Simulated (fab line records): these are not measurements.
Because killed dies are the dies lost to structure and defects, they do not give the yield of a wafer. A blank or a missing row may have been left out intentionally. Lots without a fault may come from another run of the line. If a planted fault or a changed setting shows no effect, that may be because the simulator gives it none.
8D (eight disciplines) problem report, filled in by code | flow sky130 | the parts of the form that need people (team, actions taken, sign-off) are left out

== 1. THE ISSUE ==
Mean of run-length-s at SKY_FIELD_ISO_ETCH_17: 115.6 s across 3 wafers in 3 lots; on wafers with no fault it is 126.0 s (standard deviation 0.44). Measured from the usual mean, that is -24 standard deviations.
The step: etches Si in HBr/Cl2/O2, target depth 342 nm, time 97.7 s.
First seen on wafer L690.1, day 3 19:11, on rie-si-01. At this step, 37 wafers from 13 lots have a number in the record. By rule, "out" or "out of limits" means more than 4 standard deviations away from the usual mean. All remaining wafers that have a number are taken as sound.

== 2. WHAT IT IS; WHAT IT IS NOT ==
question                    | is                     | is not
which readings at this step | run-length-s           | O2_flow_sccm, drypump-motor-current-A, oes-product-au, throttle-valve-pct
which lots                  | L690, L691, L692       | L683, L684, L686, L687, L697, L698, L699, L702, L704, L706
which wafers of those lots  | L690.1, L691.1, L692.1 | L690.4, L690.5, L691.6, L692.4
read on which tools         | rie-si-01              | rie-si-02
when                        | from day 3 19:11       | up to then (14 sound wafers); but 20 sound wafers of L691, L692, L697, L698, L699, L702, L704, L706 came after

== 3. WHAT RULES OUT EACH SUSPECT ==
Counting: a tool at a process step up to the reading stays a suspect if it ran every lot that is out. Sound lots after the first of them don't rule it out here, since some wafers of a struck lot are sound.
- rie-si-01 at SKY_FIELD_ISO_ETCH_17 (etches Si in HBr/Cl2/O2, target depth 342 nm, time 97.7 s): kept. Every lot that is out went through it, the first being L690 (day 3 19:11); the last sound lot it ran before that was L686 (day 2 20:41). Its own run-length-s readings are out on those wafers.
Left after counting: rie-si-01 at SKY_FIELD_ISO_ETCH_17.

== 4. THE CAUSE (what the simulator had put in) ==
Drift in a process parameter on rie-si-01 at SKY_FIELD_ISO_ETCH_17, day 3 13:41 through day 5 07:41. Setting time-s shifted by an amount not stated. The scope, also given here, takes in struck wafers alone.
The count eliminated every tool but this one.

== 5. THE EFFECT CHAIN, in route order ==
Rows list readings where the struck wafers' mean (over those with a number) sits beyond 3 standard deviations from the usual. Scope: only readings with a usual standard deviation given in the record; hours: median across lots of the time from each lot's start at the first step in this table that gives one to its start at this step; sigmas: change in usual standard deviations.
hours | step                  | reading      | usual   | on struck wafers | change | sigmas
0     | SKY_FIELD_ISO_ETCH_17 | run-length-s | 126.0 s | 115.6            | -10.4  | -24
The process steps in it:
- SKY_FIELD_ISO_ETCH_17: etches Si in HBr/Cl2/O2, target depth 342 nm, time 97.7 s.
At these later measuring or inspecting steps, every struck wafer for which the step has a row has a number for every such reading, and none has moved that far: SKY_VT_ADJUST_LVTN_OVL_MEAS_07.

== 6. WHAT WOULD HAVE CAUGHT IT SOONER ==
6 hours passed between the start of the fault at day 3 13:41 and the first reading out of limits in this record, taken at day 3 19:11.
